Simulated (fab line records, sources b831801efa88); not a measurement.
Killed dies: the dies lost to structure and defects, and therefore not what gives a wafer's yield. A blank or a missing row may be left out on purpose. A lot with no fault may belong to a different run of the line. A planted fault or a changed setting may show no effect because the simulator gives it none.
fab line records | flow sky130
[record] lots = 14 | wafers = 42 | lastDay = 49
route steps=708 shown LI_CONTACT@376 PAD_OPEN@708
lots with no fault: from the same line, run without faults
startH: hours from the record's first day to the start of the lot's first wafer shown | waitH: hours since the lot's step before | " unchanged from the row above | L1.1+2: one row covering several wafers at once | - value missing, or start not given | * or withheld: withheld | < > ~ a bound
route shown NAME@n: NAME is a module with steps in the file, n the number in the route of the first one | usual: mean/standard deviation of fault-free wafers | same: alike in all rows | chamber/n: place in a boat | sites: each site's reading | _std_site: how widely they spread, as a standard deviation | _edge_site: mean of outer sites minus mean of inner sites | radiusMm: for every site, how far away it sits from the centre of the wafer | mask NAME#n: copy n | behind: tool/chamber where the wafer was last shaped | hold: reason for holding the lot/hours on hold/outcome of the hold | device: the n, p or np transistor that did not switch | end of line: at the end of the route, the tests of the same wafers | where a step has no rows: the recipe by itself | killed: at the first sort, the dies lost to defects and structure; wafer yield is something else | map: a wafer's dies, marking killed ones x, the rest . and places with no die _
set.NAME: setting as actually run; set.NAME@STEP: the setting as run at that earlier step | model.NAME: the simulator's own value behind a step, which no gauge read
one table for each step of the route and one row for each wafer, over a sample of lots
services: the hour from which a tool's chamber was out of use, counted from the record's first day as startH (under 0 if before that day), plus the number of hours and why
[[steps]]
[step SKY_LI_CONTACT_ETCH_14]
[recipe] chemistry = N2/H2 | target = BARC | ionEnergyEv = 200 | sourceW = 500 | biasW = 100 | pressureMtorr = 30 | n2FlowSccm = 100 | h2FlowSccm = 200 | stopOn = SiO2 | timeS = 45.9 | targetDepthA = 600
[usual] drypumpMotorCurrentA = 5.9/0.5 | n2FlowSccm = 100.0/0.3 | oesProductAu = 0.855/0.0048 | runLengthS = 74.13/0.28 | throttleValvePct = 13.225/0.0097
lot.wafer | tool       | chamber | startH | waitH | drypumpMotorCurrentA | n2FlowSccm | oesProductAu | rfHoursCounterH | runLengthS | throttleValvePct
L133.4    | rieDiel-01 | 1       | 661.04 | 0.0   | 5.2                  | 100.0      | 0.857        | 3               | 74.09      | 13.214
L133.5    | "          | 3       | "      | "     | 6.0                  | 99.8       | 0.852        | -               | 74.08      | 13.233
L133.6    | "          | 0       | "      | "     | 5.8                  | 100.0      | 0.853        | -               | 73.71      | 13.206
L135.3    | rieDiel-03 | 3       | 683.44 | 0.0   | 5.7                  | 99.5       | 0.851        | 1               | 74.18      | 13.225
L135.5    | "          | 1       | "      | "     | 6.7                  | 100.0      | 0.857        | -               | 74.26      | 13.226
L135.6    | "          | 3       | "      | "     | 5.7                  | 99.6       | 0.858        | -               | 74.38      | 13.227
L136.3    | rieDiel-02 | 3       | 690.98 | 0.0   | 6.0                  | 99.9       | 0.856        | 17              | 73.92      | 13.221
L136.4    | "          | 1       | "      | "     | 5.8                  | 100.3      | 0.859        | 0               | 74.15      | 13.228
L136.6    | "          | 2       | "      | "     | 5.3                  | 100.5      | 0.863        | -               | 74.59      | 13.218
L137.2    | rieDiel-02 | 3       | 699.34 | 0.0   | 6.0                  | 100.2      | 0.857        | 17              | 74.49      | 13.234
L137.4    | "          | 0       | "      | "     | 5.7                  | 100.4      | 0.848        | 13              | 74.37      | 13.224
L137.6    | "          | 3       | "      | "     | 6.0                  | 100.9      | 0.852        | -               | 73.74      | 13.208
L139.1    | rieDiel-01 | 1       | 720.33 | 0.0   | 5.2                  | 100.2      | 0.855        | 4               | 74.43      | 13.236
L139.4    | "          | 3       | "      | "     | 6.0                  | 100.2      | 0.855        | 14              | 74.51      | 13.232
L139.6    | "          | 0       | "      | "     | 5.8                  | 100.2      | 0.858        | -               | 73.92      | 13.240
L140.4    | rieDiel-03 | 1       | 725.53 | 0.0   | 6.7                  | 100.1      | 0.856        | 7               | 73.90      | 13.240
L140.5    | "          | 3       | "      | "     | 5.7                  | 100.0      | 0.851        | -               | 74.52      | 13.241
L140.6    | "          | 0       | "      | "     | 6.8                  | 100.3      | 0.847        | -               | 74.15      | 13.223
L141.3    | rieDiel-02 | 3       | 738.36 | 0.0   | 6.0                  | 100.4      | 0.861        | 18              | 73.85      | 13.230
L141.4    | "          | 1       | "      | "     | 5.8                  | 99.9       | 0.860        | 1               | 74.71      | 13.224
L141.6    | "          | 3       | "      | "     | 6.0                  | 99.5       | 0.861        | -               | 73.90      | 13.235
L143.3    | rieDiel-02 | 0       | 772.49 | 0.0   | 5.7                  | 99.4       | 0.861        | 14              | 74.51      | 13.212
L143.4    | "          | 1       | "      | "     | 5.8                  | 100.0      | 0.858        | 2               | 74.59      | 13.227
L143.5    | "          | 3       | "      | "     | 6.0                  | 99.5       | 0.847        | -               | 73.87      | 13.204
L144.1    | rieDiel-01 | 0       | 776.48 | 0.0   | 5.8                  | 99.7       | 0.857        | 23              | 74.23      | 13.235
L144.4    | "          | 2       | "      | "     | 5.7                  | 99.7       | 0.860        | 6               | 74.58      | 13.231
L144.5    | "          | 0       | "      | "     | 5.8                  | 99.8       | 0.857        | -               | 74.03      | 13.233
L145.1    | rieDiel-03 | 3       | 778.28 | 0.0   | 5.7                  | 99.8       | 0.855        | 3               | 74.34      | 13.222
L145.4    | "          | 1       | "      | "     | 6.7                  | 100.1      | 0.855        | 8               | 74.33      | 13.243
L145.5    | "          | 0       | "      | "     | 6.8                  | 100.2      | 0.861        | -               | 74.15      | 13.208
L146.4    | rieDiel-03 | 1       | 781.93 | 0.0   | 6.7                  | 99.5       | 0.851        | 8               | 73.77      | 13.221
L146.5    | "          | 1       | "      | "     | 6.7                  | 100.2      | 0.852        | -               | 73.91      | 13.224
L146.6    | "          | 0       | "      | "     | 6.8                  | 99.8       | 0.858        | -               | 74.30      | 13.225
L147.2    | rieDiel-03 | 3       | 788.66 | 0.0   | 5.7                  | 100.0      | 0.859        | 3               | 74.28      | 13.229
L147.3    | "          | 0       | "      | "     | 6.8                  | 100.3      | 0.856        | 4               | 74.09      | 13.217
L147.5    | "          | 1       | "      | "     | 6.7                  | 99.9       | 0.895        | -               | 72.11      | 13.245
L152.3    | rieDiel-02 | 1       | 824.26 | 0.0   | 5.8                  | 99.6       | 0.857        | 3               | 73.95      | 13.219
L152.4    | "          | 2       | "      | "     | 5.3                  | 99.8       | 0.857        | 12              | 73.77      | 13.222
L152.6    | "          | 0       | "      | "     | 5.7                  | 100.5      | 0.854        | -               | 73.77      | 13.221
L153.1    | rieDiel-03 | 2       | 832.53 | 0.0   | 5.2                  | 100.1      | 0.853        | 18              | 74.21      | 13.231
L153.2    | "          | 1       | "      | "     | 6.7                  | 100.2      | 0.882        | 10              | 72.40      | 13.232
L153.3    | "          | 0       | "      | "     | 6.8                  | 100.3      | 0.852        | 5               | 74.24      | 13.219
[step SKY_PAD_OPEN_PROBE_99]
[usual] killed_at_M0_to_M3 = 44/7.2 | killed_at_M4_up = 3.1/1.8 | killedAtContacts = 24/4.5 | killedAtFrontEnd = 16/4.4 | killedAtOther = 0.2/0.42 | killedDies = 87/8.9 | killedOpen = 48/6.4 | killedShort = 39/6.2
[same] grossDies = 492 | killedAtBackSide = 0
lot.wafer | tool      | chamber | startH  | waitH | killed_at_M0_to_M3 | killed_at_M4_up | killedAtContacts | killedAtFrontEnd | killedAtOther | killedDies | killedOpen | killedShort
L147.3    | prober-01 | -       | 1149.68 | 0.2   | 57                 | 2               | 18               | 16               | 0             | 93         | 44         | 49
// killed by level:class
L147.3 METAL2:geometricParticle:short=11 VIA1:geometricParticle:open=9 CONTACT:geometricParticle:open=8 VIA2:geometricParticle:open=8 VIA3:geometricParticle:open=7 FIELD_ISO:geometricParticle:open=6 VIA1:geometricParticle:short=6 CONTACT:geometricParticle:short=5
[[services]]
tool       | chamber | startH | hours | kind
rieDiel-03 | 2       | 637.81 | 6.6   | repair
rieDiel-02 | 1       | 649.17 | -     | clean
rieDiel-02 | 1       | 649.17 | 13.5  | scheduledDown
rieDiel-02 | 1       | 649.17 | 13.5  | ventCycle
rieDiel-03 | 2       | 660.91 | 3.3   | repair
rieDiel-03 | 0       | 661.75 | 7.1   | repair
rieDiel-03 | 0       | 676.69 | 8.7   | repair
rieDiel-01 | 3       | 755.43 | 2.6   | repair
rieDiel-01 | 0       | 787.27 | 3.7   | repair
rieDiel-01 | 3       | 800.93 | 5.2   | repair
rieDiel-02 | 1       | 812.11 | 3.7   | repair
rieDiel-03 | 2       | 815.27 | 6.7   | repair
rieDiel-03 | -       | 819.39 | 2.8   | pm
[[key]]
[firstSign] step = SKY_LI_CONTACT_ETCH_14 | reading = oesProductAu | direction = up | sigmas = 7 | usual = 0.855 | struck = 0.888
[effect] step = SKY_LI_CONTACT_ETCH_14 | reading = runLengthS | direction = down | sigmas = 6.7 | usual = * | struck = *
metAt SKY_LI_CONTACT_ETCH_14
struckLots L147,L153
struckWafers L147.5,L153.2
testerLeftOut L147,L153
onsetBetween 781.93 788.66
[fault] kind = processParameterDrift | tool = rieDiel-03 | chamber = 1 | onsetH = 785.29 | steps = SKY_LI_CONTACT_ETCH_14 | channel = timeS | offset = * | shape = step | endH = 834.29 | actsIn = * | stated = *
// testerLeftOut: of these lots the tester's yield and bins aren't shown, on N5 and GAA mostly nor the transistor test; their killed dies are dies lost to structure and defects alone, not to doping, threshold or leakage, so they don't give the yield
